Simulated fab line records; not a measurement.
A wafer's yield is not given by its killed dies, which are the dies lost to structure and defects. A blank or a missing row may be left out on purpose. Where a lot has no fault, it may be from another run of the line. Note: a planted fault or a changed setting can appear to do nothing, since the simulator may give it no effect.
fab line records ; flow sky130
record lots=12; wafers=36; last_day=50
route steps=708 shown VIA1@460 METAL2@483 PAD_OPEN@708
lots that met no fault: from a run of the same line without faults
start_h: hours from the record's first day to the start of the lot's first wafer shown ; wait_h: how many hours have passed since the lot's step before this one ; " repeats the value in the row above ; L1.1+2: one row covering several wafers at once ; - value missing, or start not given ; * or withheld: withheld ; < > ~ a bound
route shown NAME@n: names a module that has steps shown in the file, with the first one's number in the route ; usual: the fault-free wafers' mean and standard deviation ; same: alike in all rows ; chamber/n: place in a boat ; sites: each site's reading ; _std_site: the standard deviation of these ; _edge_site: outer sites' mean less inner sites' ; radius_mm: how far each site lies from the wafer's centre ; mask NAME#n: copy n ; behind: the last tool/chamber to shape the wafer ; hold: what put the lot on hold/how long, in hours/how the hold closed ; device: transistor that didn't switch, given as n, p or np ; end of line: tests run on the same wafers once the route is complete ; step lacking rows: just its recipe ; killed: the dies lost at the first sort to structure and to defects; this is not the yield of the wafer ; map: shows each die of a wafer: x if killed, . if not, _ if none is there
set.NAME: setting as actually run; set.NAME@STEP: the setting as run at that earlier step ; model.NAME: the simulator's own value behind a step, which no gauge read
route steps across a sampled set of lots; one table per step, one row per wafer
services: a tool's chamber out of use, with start hour (start_h, from the record's first day; less than 0 if before it), hours out, and reason
## steps
# step SKY_VIA1_CMP_02
# recipe material=SiO2; down_force_psi=4; platen_rpm=60; pad_velocity_m_s=0.94248
# usual head_pressure_psi=4.002/0.009; motor_current_A=12.7/0.97
lot.wafer;tool;chamber;start_h;wait_h;head_pressure_psi;motor_current_A
L960.4;cmp-01;2;771.33;0.1;3.997;13.9
L960.5;cmp-01;0;771.33;0.1;4.007;12.1
L960.6;cmp-01;1;771.33;0.1;4.004;13.7
L963.3;cmp-02;1;791.51;0.0;3.999;12.8
L963.1;cmp-02;2;791.51;0.0;3.998;13.2
L963.2;cmp-02;0;791.51;0.0;3.982;10.9
L964.4;cmp-01;3;792.46;0.0;4.004;13.2
L964.2;cmp-01;0;792.46;0.0;3.989;12.0
L964.1;cmp-01;2;792.46;0.0;4.006;13.2
L967.2;cmp-02;0;811.27;0.0;3.985;10.8
L967.1;cmp-02;2;811.27;0.0;4.007;13.2
L967.6;cmp-02;0;811.27;0.0;3.979;11.1
L968.3;cmp-02;1;824.29;0.1;4.002;12.5
L968.1;cmp-02;2;824.29;0.1;4.006;13.3
L968.6;cmp-02;3;824.29;0.1;4.012;12.0
L969.3;cmp-02;0;828.52;0.1;4.018;10.6
L969.2;cmp-02;1;828.52;0.1;4.000;12.2
L969.6;cmp-02;0;828.52;0.1;3.989;11.0
L971.2;cmp-01;0;845.50;0.1;4.014;12.2
L971.1;cmp-01;1;845.50;0.1;4.001;13.0
L971.6;cmp-01;2;845.50;0.1;3.991;14.2
L973.3;cmp-02;1;857.71;0.3;4.019;12.1
L973.5;cmp-02;2;857.71;0.3;3.999;12.9
L973.6;cmp-02;3;857.71;0.3;4.002;11.3
L974.3;cmp-02;1;876.25;0.0;3.989;12.3
L974.2;cmp-02;2;876.25;0.0;4.003;13.0
L974.1;cmp-02;0;876.25;0.0;4.001;11.1
L980.4;cmp-02;2;909.02;0.0;4.003;13.7
L980.1;cmp-02;3;909.02;0.0;3.999;11.5
L980.6;cmp-02;3;909.02;0.0;3.994;11.4
L981.1;cmp-01;3;935.45;0.1;4.011;12.5
L981.4;cmp-01;0;935.45;0.1;3.996;12.7
L981.5;cmp-01;2;935.45;0.1;4.006;14.0
L982.4;cmp-02;2;944.32;0.0;4.024;13.0
L982.3;cmp-02;0;944.32;0.0;3.998;11.6
L982.5;cmp-02;2;944.32;0.0;4.010;14.0
# step SKY_VIA1_CD_MEAS_12
# recipe target_cd_nm=150
# usual cd_nm=150.1/1.5
lot.wafer;tool;chamber;start_h;wait_h;cd_nm
L960.4;cd_sem-02;-;798.40;-;148.4
L960.5;cd_sem-02;-;798.40;-;150.4
L960.6;cd_sem-02;-;798.40;-;150.3
L963.1;cd_sem-02;-;816.75;-;149.5
L963.2;cd_sem-02;-;816.75;-;150.5
L963.3;cd_sem-02;-;816.75;-;150.5
L964.1;cd_sem-01;-;818.78;-;147.9
L964.2;cd_sem-01;-;818.78;-;146.6
L964.4;cd_sem-01;-;818.78;-;147.6
L967.1;cd_sem-01;-;837.29;-;152.1
L967.2;cd_sem-01;-;837.29;-;152.8
L967.6;cd_sem-01;-;837.29;-;151.3
L968.1;cd_sem-02;-;850.94;-;149.0
L968.3;cd_sem-02;-;850.94;-;148.9
L968.6;cd_sem-02;-;850.94;-;148.5
L969.2;cd_sem-01;-;854.66;-;150.4
L969.3;cd_sem-01;-;854.66;-;152.5
L969.6;cd_sem-01;-;854.66;-;150.7
L971.1;cd_sem-02;-;871.45;-;151.4
L971.2;cd_sem-02;-;871.45;-;150.7
L971.6;cd_sem-02;-;871.45;-;151.0
L973.3;cd_sem-01;-;883.77;-;147.9
L973.5;cd_sem-01;-;883.77;-;149.7
L973.6;cd_sem-01;-;883.77;-;148.8
L974.1;cd_sem-01;-;901.60;-;152.4
L974.2;cd_sem-01;-;901.60;-;149.8
L974.3;cd_sem-01;-;901.60;-;150.7
L980.1;cd_sem-02;-;933.73;-;150.1
L980.4;cd_sem-02;-;933.73;-;148.2
L980.6;cd_sem-02;-;933.73;-;150.4
L981.1;cd_sem-02;-;960.68;-;152.4
L981.4;cd_sem-02;-;960.68;-;152.3
L981.5;cd_sem-02;-;960.68;-;150.7
L982.3;cd_sem-01;-;968.22;-;149.1
L982.4;cd_sem-01;-;968.22;-;151.6
L982.5;cd_sem-01;-;968.22;-;150.5
# step SKY_METAL2_SPUTTER_00
# recipe material=Ti; target_thk_nm=15; power_w=3000; time_s=10; chamber_pressure_pa=0.4
# usual cathode_dc_power_W=2999.9/0.58; throttle_valve_pct=30.0/1.5
lot.wafer;tool;chamber;start_h;wait_h;cathode_dc_power_W;throttle_valve_pct
L960.4;pvd_sputter-03;-;799.86;0.1;3000.3;28.0
L960.5;pvd_sputter-03;-;799.86;0.1;3000.4;28.2
L960.6;pvd_sputter-03;-;799.86;0.1;3000.9;30.6
L963.1;pvd_sputter-03;-;818.29;0.2;2999.8;30.3
L963.2;pvd_sputter-03;-;818.29;0.2;2999.9;28.3
L963.3;pvd_sputter-03;-;818.29;0.2;3000.5;28.0
L964.1;pvd_sputter-02;-;820.59;0.1;3000.0;29.4
L964.2;pvd_sputter-02;-;820.59;0.1;2999.9;30.8
L964.4;pvd_sputter-02;-;820.59;0.1;3000.0;29.8
L967.1;pvd_sputter-03;-;838.76;0.2;2999.7;28.3
L967.2;pvd_sputter-03;-;838.76;0.2;3000.0;30.6
L967.6;pvd_sputter-03;-;838.76;0.2;3000.6;33.0
L968.1;pvd_sputter-03;-;852.42;0.2;3000.9;28.6
L968.3;pvd_sputter-03;-;852.42;0.2;2999.9;28.1
L968.6;pvd_sputter-03;-;852.42;0.2;2999.3;28.3
L969.2;pvd_sputter-02;-;856.11;0.1;3000.7;28.8
L969.3;pvd_sputter-02;-;856.11;0.1;3000.0;29.7
L969.6;pvd_sputter-02;-;856.11;0.1;3000.7;30.9
L971.1;pvd_sputter-03;-;872.95;0.1;2998.9;30.5
L971.2;pvd_sputter-03;-;872.95;0.1;3000.3;33.0
L971.6;pvd_sputter-03;-;872.95;0.1;2999.7;28.3
L973.3;pvd_sputter-01;-;885.20;0.2;2999.5;29.3
L973.5;pvd_sputter-01;-;885.20;0.2;3000.5;29.1
L973.6;pvd_sputter-01;-;885.20;0.2;2999.8;29.9
L974.1;pvd_sputter-01;-;903.07;0.2;2999.8;29.3
L974.2;pvd_sputter-01;-;903.07;0.2;3000.1;29.1
L974.3;pvd_sputter-01;-;903.07;0.2;3000.8;31.4
L980.1;pvd_sputter-02;-;935.20;0.1;3000.5;31.0
L980.4;pvd_sputter-02;-;935.20;0.1;3000.0;29.7
L980.6;pvd_sputter-02;-;935.20;0.1;2999.7;29.4
L981.1;pvd_sputter-03;-;962.19;0.2;2999.4;33.1
L981.4;pvd_sputter-03;-;962.19;0.2;3001.1;28.2
L981.5;pvd_sputter-03;-;962.19;0.2;2999.6;28.5
L982.3;pvd_sputter-01;-;969.67;0.2;3000.5;28.9
L982.4;pvd_sputter-01;-;969.67;0.2;3000.5;29.4
L982.5;pvd_sputter-01;-;969.67;0.2;2999.5;31.5
# step SKY_METAL2_SPUTTER_04
# recipe material=TiN; target_thk_nm=70; power_w=6500; time_s=58.3; chamber_pressure_pa=0.4
# usual cathode_dc_power_W=6499.9/1.1; throttle_valve_pct=30.0/1.5
lot.wafer;tool;chamber;start_h;wait_h;cathode_dc_power_W;throttle_valve_pct
L960.4;pvd_sputter-03;-;799.95;0.0;6499.4;28.3
L960.5;pvd_sputter-03;-;799.95;0.0;6498.9;28.2
L960.6;pvd_sputter-03;-;799.95;0.0;6499.3;30.5
L963.1;pvd_sputter-03;-;818.38;0.0;6499.7;30.6
L963.2;pvd_sputter-03;-;818.38;0.0;6501.9;28.8
L963.3;pvd_sputter-03;-;818.38;0.0;6501.3;28.4
L964.1;pvd_sputter-02;-;820.68;0.0;6498.8;29.6
L964.2;pvd_sputter-02;-;820.68;0.0;6498.9;30.7
L964.4;pvd_sputter-02;-;820.68;0.0;6500.5;29.9
L967.1;pvd_sputter-03;-;838.85;0.0;6500.2;28.2
L967.2;pvd_sputter-03;-;838.85;0.0;6497.7;30.6
L967.6;pvd_sputter-03;-;838.85;0.0;6498.1;32.9
L968.1;pvd_sputter-03;-;852.51;0.0;6498.4;28.4
L968.3;pvd_sputter-03;-;852.51;0.0;8153.8;28.5
L968.6;pvd_sputter-03;-;852.51;0.0;8154.5;28.4
L969.2;pvd_sputter-02;-;856.20;0.0;6503.0;29.0
L969.3;pvd_sputter-02;-;856.20;0.0;6500.2;29.8
L969.6;pvd_sputter-02;-;856.20;0.0;6500.0;30.9
L971.1;pvd_sputter-03;-;873.04;0.0;6498.4;30.5
L971.2;pvd_sputter-03;-;873.04;0.0;6498.2;33.2
L971.6;pvd_sputter-03;-;873.04;0.0;8153.5;28.0
L973.3;pvd_sputter-01;-;885.29;0.0;6500.0;28.9
L973.5;pvd_sputter-01;-;885.29;0.0;6499.2;28.9
L973.6;pvd_sputter-01;-;885.29;0.0;6501.3;29.7
L974.1;pvd_sputter-01;-;903.16;0.0;6499.3;29.8
L974.2;pvd_sputter-01;-;903.16;0.0;6500.3;28.8
L974.3;pvd_sputter-01;-;903.16;0.0;6498.7;31.5
L980.1;pvd_sputter-02;-;935.29;0.0;6500.0;30.9
L980.4;pvd_sputter-02;-;935.29;0.0;6500.9;29.8
L980.6;pvd_sputter-02;-;935.29;0.0;6500.6;29.3
L981.1;pvd_sputter-03;-;962.28;0.0;6499.4;33.0
L981.4;pvd_sputter-03;-;962.28;0.0;6499.1;28.3
L981.5;pvd_sputter-03;-;962.28;0.0;6500.5;28.5
L982.3;pvd_sputter-01;-;969.76;0.0;6499.9;28.7
L982.4;pvd_sputter-01;-;969.76;0.0;6500.3;29.6
L982.5;pvd_sputter-01;-;969.76;0.0;6500.4;31.1
# step SKY_METAL2_THK_MEAS_06
# recipe thk_meas_gauge=xrf; reads=AlCu_of_METAL2_SPUTTER_02
# usual METAL2_ALCU_THK=242/3.2
lot.wafer;tool;chamber;start_h;wait_h;METAL2_ALCU_THK[nm]
L960.4;film_metro-03;-;800.15;0.1;244
L960.5;film_metro-03;-;800.15;0.1;242
L960.6;film_metro-03;-;800.15;0.1;241
L963.1;film_metro-02;-;818.55;0.1;237
L963.2;film_metro-02;-;818.55;0.1;241
L963.3;film_metro-02;-;818.55;0.1;240
L964.1;film_metro-04;-;820.85;0.1;243
L964.2;film_metro-04;-;820.85;0.1;245
L964.4;film_metro-04;-;820.85;0.1;244
L967.1;film_metro-02;-;839.02;0.1;237
L967.2;film_metro-02;-;839.02;0.1;237
L967.6;film_metro-02;-;839.02;0.1;237
L968.1;film_metro-04;-;852.68;0.1;239
L968.3;film_metro-04;-;852.68;0.1;230
L968.6;film_metro-04;-;852.68;0.1;230
L969.2;film_metro-04;-;856.38;0.1;243
L969.3;film_metro-04;-;856.38;0.1;243
L969.6;film_metro-04;-;856.38;0.1;244
L971.1;film_metro-04;-;873.21;0.1;241
L971.2;film_metro-04;-;873.21;0.1;239
L971.6;film_metro-04;-;873.21;0.1;231
L973.3;film_metro-03;-;885.48;0.1;244
L973.5;film_metro-03;-;885.48;0.1;243
L973.6;film_metro-03;-;885.48;0.1;244
L974.1;film_metro-04;-;903.33;0.1;244
L974.2;film_metro-04;-;903.33;0.1;245
L974.3;film_metro-04;-;903.33;0.1;246
L980.1;film_metro-04;-;935.46;0.1;246
L980.4;film_metro-04;-;935.46;0.1;248
L980.6;film_metro-04;-;935.46;0.1;249
L981.1;film_metro-04;-;962.45;0.1;235
L981.4;film_metro-04;-;962.45;0.1;233
L981.5;film_metro-04;-;962.45;0.1;235
L982.3;film_metro-03;-;969.95;0.1;247
L982.4;film_metro-03;-;969.95;0.1;241
L982.5;film_metro-03;-;969.95;0.1;242
# step SKY_PAD_OPEN_PROBE_99
# usual defect_limited_yield=82.5/1.8; killed_at_M0_to_M3=43/5.9; killed_at_M4_up=3.3/1.9; killed_at_contacts=24/5.6; killed_at_front_end=15/4.1; killed_at_other=0.4/0.66; killed_dies=86/9; killed_open=47/6.9; killed_short=39/6.2; sort_bin_3_pad_short=0.9/0.45; sort_bin_5_function=10.3/1.4; sort_bin_6_memory=6.3/1.2; sort_n_pass=406/9; sort_yield_pct=82.5/1.8
# same gross_dies=492; killed_at_back_side=0; sort_bin_4_leakage[%]=0; sort_bin_8_speed[%]=0
lot.wafer;tool;chamber;start_h;wait_h;defect_limited_yield[%];killed_at_M0_to_M3;killed_at_M4_up;killed_at_contacts;killed_at_front_end;killed_at_other;killed_dies;killed_open;killed_short;sort_bin_3_pad_short[%];sort_bin_5_function[%];sort_bin_6_memory[%];sort_n_pass;sort_yield_pct[%]
L969.2;prober-02;-;1123.36;0.1;78.5;50;3;31;22;0;106;54;52;1.8;12.0;7.7;386;78.5
L969.3;prober-02;-;1123.41;0.2;84.1;47;2;17;12;0;78;38;40;1.4;10.0;4.5;414;84.1
L969.6;prober-02;-;1123.56;0.2;84.3;44;1;18;14;0;77;37;40;0.6;7.3;7.7;415;84.3
# killed by level:class
L969.2 CONTACT:geometric_particle:open=16 FIELD_ISO:geometric_particle:open=7 METAL1:geometric_particle:short=7 VIA1:geometric_particle:open=7 FIELD_ISO:geometric_particle:short=6 CONTACT:geometric_particle:short=6 VIA2:geometric_particle:short=6 VIA3:geometric_particle:open=6
L969.3 VIA1:geometric_particle:open=11 METAL2:geometric_particle:short=9 CONTACT:geometric_particle:open=9 VIA2:geometric_particle:open=6 METAL3:geometric_particle:short=5 FIELD_ISO:geometric_particle:short=4 POLY_GATE:geometric_particle:open=4 LOCAL_INTERCONNECT:geometric_particle:short=4
L969.6 VIA2:geometric_particle:open=8 METAL2:geometric_particle:short=8 CONTACT:geometric_particle:open=7 VIA1:geometric_particle:open=7 VIA3:geometric_particle:short=7 FIELD_ISO:geometric_particle:open=5 VIA1:geometric_particle:short=5 FIELD_ISO:geometric_particle:short=3
## services
tool;chamber;start_h;hours;kind
cmp-02;-;769.08;4.0;repair
pvd_sputter-01;-;783.47;75.5;repair
pvd_sputter-02;-;791.30;2.0;repair
pvd_sputter-03;-;791.32;2.4;repair
pvd_sputter-01;-;793.56;13.3;repair
pvd_sputter-03;0;800.00;-;consumable_replace:kit
pvd_sputter-03;0;800.00;18.0;scheduled_down
pvd_sputter-03;0;800.00;18.0;vent_cycle
cmp-02;-;803.72;0.6;repair
pvd_sputter-01;-;831.63;4.3;repair
pvd_sputter-01;-;840.94;0.5;repair
pvd_sputter-03;-;855.91;0.9;repair
pvd_sputter-01;1;880.30;-;consumable_replace:kit
pvd_sputter-01;1;880.30;18.0;scheduled_down
pvd_sputter-01;1;880.30;18.0;vent_cycle
pvd_sputter-02;-;899.78;9.3;repair
cmp-02;-;912.02;4.0;pm
cmp-02;-;916.02;-;consumable_replace:conditioner
cmp-02;-;916.02;-;consumable_replace:pad
cmp-01;-;923.74;1.1;repair
cmp-01;-;925.22;0.6;repair
cmp-02;-;952.55;3.2;repair
pvd_sputter-02;0;958.13;-;consumable_replace:kit
pvd_sputter-02;0;958.13;18.0;scheduled_down
## key
first_sign step=SKY_METAL2_SPUTTER_04; reading=cathode_dc_power_W; direction=up; sigmas=99+; usual=6499.9; struck=8153.9
effect step=SKY_METAL2_THK_MEAS_06; reading=METAL2_ALCU_THK; direction=down; sigmas=3.6; usual=242; struck=231
met_at SKY_METAL2_SPUTTER_04
struck_lots L968,L971
struck_wafers L968.3,L968.6,L971.6
not_acting_at SKY_VIA1_CMP_02,SKY_VIA1_CD_MEAS_12,SKY_METAL2_SPUTTER_00
onset_between 838.85 852.51
fault kind=process_parameter_drift; tool=pvd_sputter-03; chamber=-; onset_h=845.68; steps=SKY_METAL2_SPUTTER_04; channel=power_w; offset=*; shape=step; end_h=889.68; acts_in=*; stated=*; scope=struck_wafers_only
